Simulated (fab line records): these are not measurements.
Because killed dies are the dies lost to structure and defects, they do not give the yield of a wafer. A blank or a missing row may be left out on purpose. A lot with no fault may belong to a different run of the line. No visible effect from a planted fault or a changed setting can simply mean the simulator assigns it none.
Split-lot trial	flow sfq line	on a route of 325 steps: 5 lots, 27 wafers read

== SPLIT DETAILS ==
At SFQ_TRILAYER_I1_VIA_BARC_OPEN_VIA_ETCH_071 (etches BARC in O2, target depth 125 nm, time 41.7 s), the setting time s was moved away from the recipe's 41.7 s on 12 of the 27 wafers read, by -40.5% to +52.1%. For the rest of the wafers, this setting stayed at what the recipe calls for.

The file shows no step between the split and the reading.

== THE READING ==
KrF_of_TRILAYER_I1_VIA_LITHO_COAT_049.thk nm (the simulator's own value, which no gauge read), in nm, at SFQ_TRILAYER_I1_VIA_ETCH_VIA_ETCH_052 (etches SiO2 in CHF3, stops on Nb, target depth 260 nm). The file gives no usual value for it. Average 528.5 nm, standard deviation 2.3 nm, over the 15 wafers here run with the recipe.

wafer	tool, chamber at the split	time s as run, s	against the recipe	KrF_of_TRILAYER_I1_VIA_LITHO_COAT_049.thk nm, nm	against lot-mates on the recipe
L079.1	rie diel-04, 2	63.44	+52.1%	502.2	-25.9
L079.2	rie diel-04, 0	63.44	+52.1%	503.1	-25.0
L079.3	rie diel-04, 3	41.7	recipe	526.4	-
L079.4	rie diel-04, 1	41.7	recipe	528.3	-
L079.5	rie diel-04, 0	63.44	+52.1%	501.9	-26.2
L079.6	rie diel-04, 1	41.7	recipe	529.5	-
L080.1	rie diel-02, 1	41.7	recipe	529.1	-
L080.2	rie diel-02, 0	41.7	recipe	531.7	-
L080.3	rie diel-02, 3	41.7	recipe	528.3	-
L081.1	rie diel-02, 2	41.7	recipe	523.8	-
L081.2	rie diel-02, 3	51.67	+23.9%	514	-11.8
L081.3	rie diel-02, 0	41.7	recipe	527.1	-
L081.4	rie diel-02, 1	51.67	+23.9%	514.6	-11.2
L081.5	rie diel-02, 3	41.7	recipe	526.6	-
L081.6	rie diel-02, 0	51.67	+23.9%	514.7	-11.1
L084.1	rie diel-04, 3	24.82	-40.5%	547.2	+17.4
L084.2	rie diel-04, 1	41.7	recipe	529.9	-
L084.3	rie diel-04, 0	24.82	-40.5%	550.5	+20.7
L084.4	rie diel-04, 2	41.7	recipe	529.6	-
L084.5	rie diel-04, 1	24.82	-40.5%	550.3	+20.5
L084.6	rie diel-04, 0	41.7	recipe	529.8	-
L085.1	rie diel-02, 0	41.7	recipe	533.1	-
L085.2	rie diel-02, 1	25.19	-39.6%	549.1	+19.8
L085.3	rie diel-02, 3	25.19	-39.6%	546.4	+17.1
L085.4	rie diel-02, 2	25.19	-39.6%	544.3	+15.0
L085.5	rie diel-02, 1	41.7	recipe	529.1	-
L085.6	rie diel-02, 2	41.7	recipe	525.6	-

FIT RESULTS
A straight line over all 27 wafers: KrF_of_TRILAYER_I1_VIA_LITHO_COAT_049.thk nm changes by -0.502 nm for each +1% of time s; r = -0.99; the points scatter about the line by 2.2 nm.
The same after taking each lot's own level away (the mean of its wafers on the recipe; 27 wafers): -0.476 nm for each +1%; r = -0.99; scatter 1.7 nm.
Per that fit: largest time s move, reading shift of 25 nm.
The span of the lots' own levels, 525.83 to 529.77 nm, comes to 1.7 times the standard deviation stated above.
The two slopes are in agreement: the lot-to-lot level therefore moves the slope only a little.
Check: for one of the wafers moved furthest among these (+52.1%), held out of the fit, the line's prediction against its lot-mates is -24.8 nm. Against them it came out at -25.9 nm.
Tool readings at the split's step, against how far the setting was moved: oes product au r = -0.87.

== OTHER SPLITS APPLIED TO THESE WAFERS ==
These wafers also went through other splits before the reading. Each is held against what the fit with the lots' levels taken away leaves over:
other split on the same wafers	wafers away from the commonest value	r with KrF_of_TRILAYER_I1_VIA_LITHO_COAT_049.thk nm (lot level and that fit taken away)
SFQ_TRILAYER_INCOMING_OXIDATION_002 ox time s	6	+0.07
SFQ_TRILAYER_I0_DEP_PECVD_027 time s	9	-0.06
SFQ_TRILAYER_I1_DEP_PECVD_045 time s	9	+0.13

== THE WHOLE CHAIN: every reading that the file lists as answering this split, in the file's order ==
step	what it does	reading	change (the file's fit)	r (the file's)
SFQ_TRILAYER_I1_VIA_BARC_OPEN_VIA_ETCH_071	etches BARC in O2, target depth 125 nm, time 41.7 s	oes product au	not straight: 0.894 at the lowest setting, 0.685 at the recipe, 0.647 at the highest	not given
SFQ_TRILAYER_I1_VIA_BARC_OPEN_VIA_ETCH_071	etches BARC in O2, target depth 125 nm, time 41.7 s	KrF_of_TRILAYER_I1_VIA_LITHO_COAT_049.thk nm (the simulator's own value, which no gauge read)	-0.482 nm for each +1% of the setting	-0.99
SFQ_TRILAYER_I1_VIA_ETCH_VIA_ETCH_052	etches SiO2 in CHF3, stops on Nb, target depth 260 nm	KrF_of_TRILAYER_I1_VIA_LITHO_COAT_049.thk nm (the simulator's own value, which no gauge read)	-0.475 nm for each +1% of the setting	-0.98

== FILE'S OWN FIT ==
KrF_of_TRILAYER_I1_VIA_LITHO_COAT_049.thk nm changes by -0.475 nm for each +1% of time s, r = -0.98.
